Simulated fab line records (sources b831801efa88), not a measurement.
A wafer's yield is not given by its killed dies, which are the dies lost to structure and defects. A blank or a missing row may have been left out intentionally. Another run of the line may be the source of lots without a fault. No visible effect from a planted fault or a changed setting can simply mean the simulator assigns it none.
fab line records    flow gf180mcu
record lots=14  wafers=42  last_day=34
route steps=602 shown V3@431 M4@458
lots with no fault: from the same line, run without faults
start_h: hours from the record's opening day to when the first of the lot's shown wafers began    wait_h: hours elapsed since this lot's preceding step    " identical to the entry in the row above    L1.1+2: one row covering several wafers at once    - either no value or no given start    * or withheld: withheld    < > ~ a bound
route shown NAME@n: a module of which the file shows steps, and the number in the route of the first    usual: mean/standard deviation of fault-free wafers    same: alike in all rows    chamber/n: place in a boat    sites: readings site by site    _std_site: standard deviation across them    _edge_site: inner sites' mean taken away from outer sites' mean    radius_mm: how far each site lies from the wafer's centre    mask NAME#n: copy n    behind: the most recent tool/chamber to have shaped the wafer    hold: why the lot went on hold/how many hours it stayed there/how the hold came to an end    device: which transistor (n, p or np) failed to switch    end of line: the route-end tests of the same wafers    a step given without rows: its recipe and nothing more    killed: not the wafer's yield, but the dies lost to structure and defects at the first sort    map: a wafer's dies, marking killed ones x, the rest . and places with no die _
set.NAME: the setting the step ran with; set.NAME@STEP: the setting that earlier step ran with    model.NAME: the simulator's own value behind a step, which no gauge read
a sample of lots followed through the steps of the route, with each step as a table and each wafer as a row
services: when a tool's chamber went out of use (start_h, in hours from the record's first day, below 0 if earlier), for how many hours, and the reason
## steps
# step GF_V3_CVD_02
# recipe material=SiO2  target_thk_nm=850  precursor=TEOS  temp_c=400  time_s=94.851  rf_w=600
# usual heater_power_w=683/120
lot.wafer  tool      chamber  start_h  wait_h  heater_power_w
L290.4     pecvd-03  1        509.64   0.1     597
L290.5     "         2        "        "       648
L290.6     "         0        "        "       684
L291.3     pecvd-04  2        523.87   0.0     567
L291.4     "         0        "        "       427
L291.6     "         2        "        "       576
L293.3     pecvd-02  2        539.17   0.0     638
L293.5     "         1        "        "       683
L293.6     "         2        "        "       678
L294.1     pecvd-03  2        557.08   0.1     682
L294.3     "         0        "        "       722
L294.5     "         1        "        "       592
L296.2     pecvd-02  2        583.72   0.0     597
L296.4     "         2        "        "       661
L296.5     "         0        "        "       749
L297.2     pecvd-02  1        592.57   0.0     677
L297.5     "         2        "        "       733
L297.6     "         1        "        "       725
L300.2     pecvd-02  2        605.03   0.0     650
L300.4     "         0        "        "       920
L300.6     "         1        "        "       728
L301.2     pecvd-02  1        614.56   0.0     690
L301.5     "         0        "        "       749
L301.6     "         1        "        "       733
L305.1     pecvd-04  1        632.67   0.1     634
L305.2     "         2        "        "       498
L305.6     "         0        "        "       529
L304.1     pecvd-02  1        634.41   0.1     625
L304.2     "         2        "        "       611
L304.4     "         2        "        "       676
L307.2     pecvd-03  1        650.96   0.0     602
L307.3     "         2        "        "       741
L307.4     "         1        "        "       478
L308.2     pecvd-03  0        662.76   0.0     834
L308.4     "         1        "        "       532
L308.5     "         2        "        "       769
L309.2     pecvd-02  0        665.42   0.0     878
L309.3     "         1        "        "       738
L309.5     "         1        "        "       592
L310.3     pecvd-03  2        674.56   0.0     789
L310.4     "         1        "        "       559
L310.5     "         0        "        "       849
# step GF_V3_CMP_26
# recipe stop_on=SiO2  down_force_psi=3.5  platen_rpm=60  t_overpolish_s=15.76  target_thk_nm=0  pad_velocity_m_s=0.94248
# usual motor_current_A=11.3/0.96  overpolish_run_s=15.760/0.0089  time_to_endpoint_s=84/3.3
lot.wafer  tool    chamber  start_h  wait_h  motor_current_A  overpolish_run_s  time_to_endpoint_s
L290.4     cmp-01  0        535.00   0.2     12.8             15.769            83
L290.5     "       1        "        "       11.0             15.752            85
L290.6     "       2        "        "       11.2             15.747            86
L291.3     cmp-02  2        548.00   0.0     11.4             15.778            83
L291.4     "       0        "        "       12.5             15.776            87
L291.6     "       2        "        "       11.6             15.769            82
L293.3     cmp-02  0        563.75   0.1     12.1             15.770            86
L293.6     "       2        "        "       11.5             15.761            80
L293.5     "       3        "        "       12.2             15.748            82
L294.3     cmp-01  2        581.13   0.4     11.5             15.757            87
L294.1     "       0        "        "       11.6             15.761            85
L294.5     "       2        "        "       11.3             15.772            90
L296.4     cmp-01  2        606.60   0.0     11.2             15.772            87
L296.2     "       1        "        "       10.4             15.744            90
L296.5     "       3        "        "       10.0             15.770            84
L297.2     cmp-01  3        615.54   0.1     9.4              15.763            85
L297.6     "       1        "        "       10.2             15.766            86
L297.5     "       2        "        "       11.3             15.754            86
L300.2     cmp-02  2        627.32   0.0     10.9             15.766            77
L300.4     "       1        "        "       10.3             15.768            82
L300.6     "       2        "        "       10.8             15.763            77
L301.2     cmp-02  2        636.18   0.2     11.3             15.756            79
L301.5     "       3        "        "       11.8             15.760            81
L301.6     "       0        "        "       12.7             15.754            84
L305.1     cmp-01  0        654.59   0.1     12.2             15.765            84
L305.2     "       2        "        "       11.6             15.748            84
L305.6     "       0        "        "       11.5             15.743            82
L304.1     cmp-01  1        655.68   0.1     10.4             15.772            88
L304.4     "       2        "        "       11.6             15.753            87
L304.2     "       0        "        "       11.9             15.742            88
L307.3     cmp-01  3        672.35   0.2     10.0             15.765            84
L307.2     "       0        "        "       11.8             15.763            84
L307.4     "       1        "        "       10.6             15.758            83
L308.2     cmp-02  1        683.01   0.0     10.2             15.748            87
L308.4     "       3        "        "       12.1             15.773            84
L308.5     "       2        "        "       11.4             15.761            80
L309.2     cmp-02  2        686.43   0.0     11.6             15.764            81
L309.3     "       3        "        "       13.1             15.768            84
L309.5     "       3        "        "       12.5             15.765            81
L310.3     cmp-01  0        695.09   0.1     11.9             15.767            82
L310.4     "       2        "        "       11.3             15.762            86
L310.5     "       3        "        "       10.1             15.766            87
# step GF_M4_SPUTTER_02
# recipe material=AlCu  target_thk_nm=450  power_w=10600  time_s=23.9  chamber_pressure_pa=0.4
# usual throttle_valve_pct=30.7/0.78
lot.wafer  tool            chamber  start_h  wait_h  throttle_valve_pct
L290.4     pvd_sputter-04  -        535.28   0.0     31.6
L290.5     "               -        "        "       31.1
L290.6     "               -        "        "       29.6
L291.3     pvd_sputter-01  -        548.43   0.0     31.2
L291.4     "               -        "        "       31.0
L291.6     "               -        "        "       31.4
L293.3     pvd_sputter-01  -        564.08   0.0     31.2
L293.5     "               -        "        "       31.3
L293.6     "               -        "        "       30.9
L294.1     pvd_sputter-01  -        581.51   0.0     31.3
L294.3     "               -        "        "       31.3
L294.5     "               -        "        "       30.7
L296.2     pvd_sputter-03  -        607.03   0.0     29.4
L296.4     "               -        "        "       31.3
L296.5     "               -        "        "       30.5
L297.2     pvd_sputter-03  -        615.87   0.0     30.7
L297.5     "               -        "        "       29.1
L297.6     "               -        "        "       30.6
L300.2     pvd_sputter-04  -        627.75   0.0     30.1
L300.4     "               -        "        "       31.7
L300.6     "               -        "        "       31.2
L301.2     pvd_sputter-04  -        636.46   0.0     29.5
L301.5     "               -        "        "       30.5
L301.6     "               -        "        "       31.7
L305.1     pvd_sputter-04  -        654.97   0.0     30.3
L305.2     "               -        "        "       31.1
L305.6     "               -        "        "       31.1
L304.1     pvd_sputter-04  -        656.11   0.0     31.2
L304.2     "               -        "        "       29.6
L304.4     "               -        "        "       31.8
L307.2     pvd_sputter-01  -        672.78   0.0     29.4
L307.3     "               -        "        "       31.6
L307.4     "               -        "        "       31.3
L308.2     pvd_sputter-03  -        683.44   0.0     30.3
L308.4     "               -        "        "       31.1
L308.5     "               -        "        "       30.3
L309.2     pvd_sputter-03  -        686.86   0.0     31.1
L309.3     "               -        "        "       30.6
L309.5     "               -        "        "       30.5
L310.3     pvd_sputter-01  -        695.47   0.0     31.2
L310.4     "               -        "        "       29.7
L310.5     "               -        "        "       31.5
# step GF_M4_RS_MEAS_05
# recipe thk_meas_gauge=four-point-probe  reads=TiN_of_M4_SPUTTER_04+Ti_of_M4_SPUTTER_03+AlCu_of_M4_SPUTTER_02+TiN_of_M4_SPUTTER_01+Ti_of_M4_SPUTTER_00
# usual M4_ALCU_RS=0.0696/0.00084
lot.wafer  tool           chamber  start_h  wait_h  M4_ALCU_RS[ohm/sq]
L290.4     film_metro-03  -        535.43   0.1     0.0679
L290.5     "              -        "        "       0.0684
L290.6     "              -        "        "       0.0678
L291.3     film_metro-02  -        548.56   0.1     0.0692
L291.4     "              -        "        "       0.0689
L291.6     "              -        "        "       0.0693
L293.3     film_metro-04  -        564.21   0.1     0.0700
L293.5     "              -        "        "       0.0694
L293.6     "              -        "        "       0.0701
L294.1     film_metro-03  -        581.60   0.0     0.0696
L294.3     "              -        "        "       0.0697
L294.5     "              -        "        "       0.0694
L296.2     film_metro-04  -        607.14   0.0     0.0690
L296.4     "              -        "        "       0.0704
L296.5     "              -        "        "       0.0699
L297.2     film_metro-03  -        615.98   0.0     0.0698
L297.5     "              -        "        "       0.0695
L297.6     "              -        "        "       0.0700
L300.2     film_metro-02  -        627.86   0.0     0.0691
L300.4     "              -        "        "       0.0688
L300.6     "              -        "        "       0.0697
L301.2     film_metro-03  -        636.57   0.0     0.0677
L301.5     "              -        "        "       0.0677
L301.6     "              -        "        "       0.0680
L305.1     film_metro-03  -        655.06   0.0     0.0636
L305.2     "              -        "        "       0.0642
L305.6     "              -        "        "       0.0640
L304.1     film_metro-04  -        656.20   0.0     0.0633
L304.2     "              -        "        "       0.0633
L304.4     "              -        "        "       0.0630
L307.2     film_metro-03  -        672.89   0.0     0.0715
L307.3     "              -        "        "       0.0710
L307.4     "              -        "        "       0.0709
L308.2     film_metro-02  -        683.55   0.0     0.0697
L308.4     "              -        "        "       0.0700
L308.5     "              -        "        "       0.0698
L309.2     film_metro-04  -        686.97   0.0     0.0711
L309.3     "              -        "        "       0.0708
L309.5     "              -        "        "       0.0704
L310.3     film_metro-04  -        695.60   0.1     0.0701
L310.4     "              -        "        "       0.0714
L310.5     "              -        "        "       0.0705
# step GF_M4_THK_MEAS_06
# recipe thk_meas_gauge=xrf  reads=AlCu_of_M4_SPUTTER_02
# usual M4_ALCU_THK=451/5.8
lot.wafer  tool           chamber  start_h  wait_h  M4_ALCU_THK[nm]
L290.4     film_metro-03  -        535.52   0.1     465
L290.5     "              -        "        "       459
L290.6     "              -        "        "       463
L291.3     film_metro-02  -        548.66   0.1     451
L291.4     "              -        "        "       452
L291.6     "              -        "        "       452
L293.3     film_metro-04  -        564.31   0.1     453
L293.5     "              -        "        "       457
L293.6     "              -        "        "       452
L294.1     film_metro-03  -        581.72   0.1     452
L294.3     "              -        "        "       450
L294.5     "              -        "        "       453
L296.2     film_metro-04  -        607.25   0.1     455
L296.4     "              -        "        "       447
L296.5     "              -        "        "       448
L297.2     film_metro-03  -        616.09   0.1     451
L297.5     "              -        "        "       451
L297.6     "              -        "        "       450
L300.2     film_metro-02  -        627.97   0.1     449
L300.4     "              -        "        "       451
L300.6     "              -        "        "       448
L301.2     film_metro-03  -        636.68   0.1     468
L301.5     "              -        "        "       466
L301.6     "              -        "        "       462
L305.1     film_metro-03  -        655.18   0.1     493
L305.2     "              -        "        "       489
L305.6     "              -        "        "       493
L304.1     film_metro-04  -        656.32   0.1     496
L304.2     "              -        "        "       498
L304.4     "              -        "        "       499
L307.2     film_metro-03  -        673.00   0.1     443
L307.3     "              -        "        "       446
L307.4     "              -        "        "       446
L308.2     film_metro-02  -        683.66   0.1     453
L308.4     "              -        "        "       449
L308.5     "              -        "        "       451
L309.2     film_metro-04  -        687.08   0.1     444
L309.3     "              -        "        "       445
L309.5     "              -        "        "       450
L310.3     film_metro-04  -        695.70   0.1     449
L310.4     "              -        "        "       441
L310.5     "              -        "        "       450
# step GF_M4_CD_MEAS_14
# recipe target_cd_nm=280
# usual cd_nm=279.7/1.3
lot.wafer  tool       chamber  start_h  wait_h  cd_nm
L290.4     cd_sem-01  -        557.81   0.1     279.8
L290.5     "          -        "        "       279.6
L290.6     "          -        "        "       280.6
L291.3     cd_sem-02  -        570.63   0.1     280.0
L291.4     "          -        "        "       281.0
L291.6     "          -        "        "       279.0
L293.3     cd_sem-02  -        585.89   0.1     277.9
L293.5     "          -        "        "       277.5
L293.6     "          -        "        "       277.5
L294.1     cd_sem-01  -        602.40   0.1     279.1
L294.3     "          -        "        "       279.4
L294.5     "          -        "        "       278.6
L296.2     cd_sem-02  -        627.04   0.1     279.5
L296.4     "          -        "        "       279.4
L296.5     "          -        "        "       279.9
L297.2     cd_sem-01  -        635.24   0.1     279.4
L297.5     "          -        "        "       279.9
L297.6     "          -        "        "       279.1
L300.2     cd_sem-01  -        647.52   0.1     278.5
L300.4     "          -        "        "       279.0
L300.6     "          -        "        "       278.8
L301.2     cd_sem-01  -        656.22   0.1     280.3
L301.5     "          -        "        "       280.4
L301.6     "          -        "        "       280.2
L305.1     cd_sem-01  -        674.25   0.1     281.5
L305.2     "          -        "        "       280.8
L305.6     "          -        "        "       281.8
L304.1     cd_sem-02  -        674.84   0.1     280.1
L304.2     "          -        "        "       280.7
L304.4     "          -        "        "       280.8
L307.2     cd_sem-01  -        692.11   0.1     279.7
L307.3     "          -        "        "       278.7
L307.4     "          -        "        "       279.5
L308.2     cd_sem-01  -        702.52   0.1     278.1
L308.4     "          -        "        "       279.5
L308.5     "          -        "        "       278.5
L309.2     cd_sem-02  -        705.17   0.1     278.7
L309.3     "          -        "        "       278.5
L309.5     "          -        "        "       278.5
L310.3     cd_sem-02  -        713.44   0.1     281.2
L310.4     "          -        "        "       280.0
L310.5     "          -        "        "       280.2
## services
tool            chamber  start_h  hours  kind
pvd_sputter-04  -        515.84   4.2    repair
pecvd-03        -        518.03   0.8    pm
pvd_sputter-01  2        518.22   -      consumable_replace:kit
pvd_sputter-01  2        518.22   18.0   scheduled_down
pvd_sputter-01  2        518.22   18.0   vent_cycle
pecvd-02        -        540.26   6.0    pm
pvd_sputter-04  2        561.98   -      consumable_replace:kit
pvd_sputter-03  -        562.72   4.9    repair
cmp-01          -        566.35   1.5    repair
cmp-01          -        572.16   4.0    pm
pvd_sputter-04  -        574.91   3.3    repair
cmp-01          -        576.16   -      consumable_replace:conditioner
cmp-01          -        576.16   -      consumable_replace:pad
cmp-02          -        576.16   8.2    pm
pvd_sputter-01  -        584.11   3.1    repair
pecvd-04        -        591.12   14.0   pm
cmp-02          -        596.35   0.3    repair
pvd_sputter-04  -        598.76   6.2    repair
pecvd-03        -        600.40   14.6   pm
pvd_sputter-01  -        635.58   1.7    repair
pecvd-02        1        650.04   6.0    repair
cmp-02          -        659.28   11.0   repair
cmp-02          -        659.65   1.3    repair
pvd_sputter-03  -        694.33   2.5    repair
## key
first_sign step=GF_M4_RS_MEAS_05  reading=M4_ALCU_RS  direction=down  sigmas=7.2  usual=0.0696  struck=0.0636
effect step=GF_M4_THK_MEAS_06  reading=M4_ALCU_THK  direction=up  sigmas=7.5  usual=451  struck=495
met_at GF_M4_SPUTTER_02
struck_lots L304,L305
sort_left_out L305.1,L305.2,L305.6
tester_left_out L305
not_acting_at GF_V3_CVD_02,GF_V3_CMP_26,GF_M4_CD_MEAS_14
onset_between 636.46 654.97
earlier_fault kind=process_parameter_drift  tool=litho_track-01  chamber=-  onset_h=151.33  steps=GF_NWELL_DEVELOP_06  channel=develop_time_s  offset=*  shape=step  end_h=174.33  acts_in=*  stated=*
fault kind=process_parameter_drift  tool=pvd_sputter-04  chamber=-  onset_h=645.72  steps=GF_M4_SPUTTER_02  channel=time_s  offset=*  shape=step  acts_in=*  stated=*
# tester_left_out: of these lots the tester's yield and bins aren't shown, on N5 and GAA mostly nor the transistor test; their killed dies are dies lost to structure and defects alone, not to doping, threshold or leakage, so they don't give the yield
# sort_left_out: the simulated sort isn't trusted on such a fault, so these wafers' sort isn't shown, and their yield isn't known
